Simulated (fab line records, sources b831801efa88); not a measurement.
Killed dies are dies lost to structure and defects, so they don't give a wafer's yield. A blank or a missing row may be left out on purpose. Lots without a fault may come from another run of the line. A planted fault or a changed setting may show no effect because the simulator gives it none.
Chamber matching | flow gf180mcu | GF_V3_CVD_02 on pecvd-01: 3 sister chambers
The step deposits SiO2 from TEOS, target thk 850 nm, time 94.851 s. 3 wafers are shown with their chamber, then 7 later ones without.

WAFERS WITH THEIR CHAMBER
wafer  | chamber | heater_power_w (W)
L084.2 | 2       | 669
L089.1 | 1       | 646
L089.2 | 0       | 783

WAFERS WITHOUT THEIR CHAMBER
wafer  | heater_power_w (W)
L089.3 | 568
L089.4 | 621
L089.5 | 595
L089.6 | 520
L096.2 | 510
L096.3 | 623
L096.4 | 702

WHICH CHAMBER EACH WENT THROUGH
wafer  | from the rows above          | in truth
L089.3 | can't be placed: 1 or 2 or 0 | 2
L089.4 | can't be placed: 1 or 2 or 0 | 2
L089.5 | can't be placed: 1 or 2 or 0 | 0
L089.6 | can't be placed: 1 or 2 or 0 | 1
L096.2 | can't be placed: 1 or 2 or 0 | 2
L096.3 | can't be placed: 1 or 2 or 0 | 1
L096.4 | can't be placed: 2 or 1 or 0 | 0
Placed correctly: 0 of 7. Can't be placed from these rows: 7 (the true chamber is among the candidates in 7). Placed wrongly: 0.
How it was worked out, from the rows above alone: a wafer's distance from a chamber is the root of the sum, over the readings, of the square of ((its reading less the chamber's mean) divided by the reading's scatter). The wafer belongs to the nearest chamber; if the next one is less than 2 further off, it can't be placed. A chamber's mean is the mean of its shown wafers. The scatter: with one shown wafer a chamber, the root of the mean of the squares of how far each hidden wafer lies from its nearest shown one.
